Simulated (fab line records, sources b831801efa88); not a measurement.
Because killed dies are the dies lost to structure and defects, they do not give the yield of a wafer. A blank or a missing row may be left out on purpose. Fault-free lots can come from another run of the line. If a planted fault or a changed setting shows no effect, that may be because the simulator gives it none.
Which tool did it?	flow gf180mcu	14 lots, 42 wafers sampled, at 5 steps of a route of 602

WHAT EACH GAUGE READ, for each wafer
GF_VT_IMPLANT_TW_MEAS_10.
lot	measured	on	VT_IMPLANT_TW
L353	day 5 21:00	film metro-04	549 546 550
L354	day 6 05:28	film metro-03	564 566 562
L355	day 6 09:41	film metro-03	562 563 565
L356	day 6 14:23	film metro-03	565 563 565
L359	day 7 09:46	film metro-04	557 552 554
L360	day 7 15:54	film metro-03	564 558 559
L363	day 8 11:42	film metro-03	580 578 580
L367	day 9 14:39	film metro-03	579 580 580
L368	day 9 20:43	film metro-01	564 563 562
L369	day 10 04:33	film metro-04	551 548 549
L370	day 10 07:38	film metro-04	548 550 549
L371	day 10 15:02	film metro-01	559 559 561
L374	day 11 05:49	film metro-03	563 565 561
L375	day 11 12:24	film metro-01	564 561 566

GF_M2_THK_MEAS_06: measures by xrf.
lot	measured	on	M2_ALCU_THK (nm)
L353	day 18 10:55	film metro-02	446 448 449
L354	day 18 22:19	film metro-04	451 453 452
L355	day 19 07:20	film metro-03	450 455 453
L356	day 19 17:03	film metro-04	454 454 449
L359	day 21 00:41	film metro-04	456 453 455
L360	day 21 08:04	film metro-02	445 443 452
L363	day 22 17:43	film metro-03	453 451 452
L367	day 24 02:04	film metro-02	456 447 456
L368	day 24 14:23	film metro-04	450 452 454
L369	day 24 19:10	film metro-03	457 458 457
L370	day 25 00:29	film metro-04	462 459 461
L371	day 25 13:29	film metro-02	444 443 444
L374	day 26 05:01	film metro-04	457 445 453
L375	day 26 09:13	film metro-04	450 455 450

GF_M2_OVL_MEAS_15.
lot	measured	on	M2_OVL (nm)
L353	day 19 11:04	overlay-02	-4 -9 1
L354	day 19 22:23	overlay-02	-2 -3 -10
L355	day 20 07:00	overlay-01	-4 -4 -3
L356	day 20 16:50	overlay-02	-1 -5 -6
L359	day 22 00:08	overlay-02	1 3 -3
L360	day 22 07:01	overlay-01	-6 0 -9
L363	day 23 16:23	overlay-01	-12 -13 -8
L367	day 24 23:56	overlay-02	4 -1 5
L368	day 25 11:40	overlay-02	-8 -9 -10
L369	day 25 16:39	overlay-02	-9 -5 -4
L370	day 25 21:20	overlay-01	2 12 7
L371	day 26 10:05	overlay-02	0 -3 -2
L374	day 27 01:36	overlay-02	3 3 -1
L375	day 27 05:08	overlay-02	-9 -13 -13

WHICH TOOL RAN EACH LOT (tool, then ch and the chambers of the sampled wafers, then the start)
lot	GF_VT_IMPLANT_IMPLANT_08	GF_V1_CVD_23
L353	implanter-02 ch 0, day 5 20:46	cvd w-02 ch 0,1, day 18 09:59
L354	implanter-04 ch 0, day 6 05:13	cvd w-02 ch 0,1, day 18 21:23
L355	implanter-02 ch 0, day 6 09:28	cvd w-02 ch 0,1, day 19 06:23
L356	implanter-04 ch 0, day 6 14:09	cvd w-01 ch 0,1, day 19 16:04
L359	implanter-02 ch 0, day 7 09:32	cvd w-02 ch 0,1, day 20 23:46
L360	implanter-03 ch 0, day 7 15:40	cvd w-02 ch 0,1, day 21 07:08
L363	implanter-03 ch 0, day 8 11:27	cvd w-02 ch 0,1, day 22 16:47
L367	implanter-03 ch 0, day 9 14:24	cvd w-02 ch 0,1, day 24 01:08
L368	implanter-02 ch 0, day 9 20:29	cvd w-01 ch 0,1, day 24 13:28
L369	implanter-02 ch 0, day 10 04:21	cvd w-02 ch 0,1, day 24 18:12
L370	implanter-02 ch 0, day 10 07:25	cvd w-01 ch 0,1, day 24 23:34
L371	implanter-02 ch 0, day 10 14:47	cvd w-01 ch 0,1, day 25 12:34
L374	implanter-04 ch 0, day 11 05:34	cvd w-01 ch 0,1, day 26 04:05
L375	implanter-02 ch 0, day 11 12:09	cvd w-01 ch 0,1, day 26 08:17
- GF_VT_IMPLANT_IMPLANT_08
- GF_V1_CVD_23: deposits W, target thk 350 nm, time 105.05 s.

WHAT THE TOOLS THEMSELVES READ (means of the sampled wafers that have a number; where no wafer has one, the mark that the record gives instead)
GF_VT_IMPLANT_IMPLANT_08.
lot	tool	dose ions cm2	faraday current uA	tilt deg (degrees)
L353	implanter-02	8.292e+12	47.2	7.001
L354	implanter-04	8.294e+12	46.1	6.985
L355	implanter-02	8.297e+12	46.3	7.027
L356	implanter-04	8.299e+12	47.8	7.017
L359	implanter-02	8.284e+12	47.1	7.013
L360	implanter-03	8.293e+12	46.2	6.992
L363	implanter-03	8.997e+12	51.2	6.976
L367	implanter-03	9.010e+12	49.8	6.989
L368	implanter-02	8.280e+12	47.7	6.987
L369	implanter-02	8.283e+12	46.8	6.983
L370	implanter-02	8.277e+12	46.5	6.973
L371	implanter-02	8.289e+12	46.3	6.994
L374	implanter-04	8.299e+12	47.5	7.019
L375	implanter-02	8.299e+12	46.3	7.005

GF_V1_CVD_23.
lot	tool	heater power w (W)
L353	cvd w-02	858
L354	cvd w-02	831
L355	cvd w-02	856
L356	cvd w-01	916
L359	cvd w-02	830
L360	cvd w-02	838
L363	cvd w-02	840
L367	cvd w-02	824
L368	cvd w-01	928
L369	cvd w-02	823
L370	cvd w-01	932
L371	cvd w-01	908
L374	cvd w-01	932
L375	cvd w-01	917

THE ANSWER, worked out from the rows above alone
Rule: what is usual is taken from the lots themselves. Put in order of their means at a reading, lots are off if they are a third of the lots or fewer, leave a main group of 4 or more, and stand apart from it by a gap of 3 or more times the standard deviation of the main group's means; of several such gaps the widest counts. The tables above print the reading to a certain number of digits; a main group whose means all agree to those digits is not used. A lot without any number at a reading at which 4 lots or more have one is off too. The other lots that the step has rows for count as sound. Order of review: gauges by route order, followed by the tools' own readings, for which a lot's mean as printed above is used. The first step at which some lot is off is used, and at that step the reading that is off furthest; a lot without a number counts as furthest.
Off: L363, L367, at GF_VT_IMPLANT_IMPLANT_08 (dose ions cm2). The main group has a mean of 8.290e+12 with a standard deviation of 7.5e+09.
If a tool, at that step or one of the process steps before it, ran each lot that is off and ran no sound lot following the first of them, it fits. One fits: GF_VT_IMPLANT_IMPLANT_08 on implanter-03. Its last sound lot is L360 (day 7 15:40), its first lot that is off L363 (day 8 11:27): a fault that began between those two fits.
The tool's own readings at GF_VT_IMPLANT_IMPLANT_08 bear it out: on the lots that are off they differ by more than 5 times the standard deviation of the sound lots' means. dose ions cm2 reads 9.004e+12 there against 8.290e+12 on the sound lots; faraday current uA reads 50.5 there against 46.8 on the sound lots.

WHAT THE SIMULATOR PUT IN
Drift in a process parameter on implanter-03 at GF_VT_IMPLANT_IMPLANT_08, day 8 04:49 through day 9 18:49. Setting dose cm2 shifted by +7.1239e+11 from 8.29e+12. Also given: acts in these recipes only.
Lots struck among those shown: L363, L367. The same result came from the rule above.
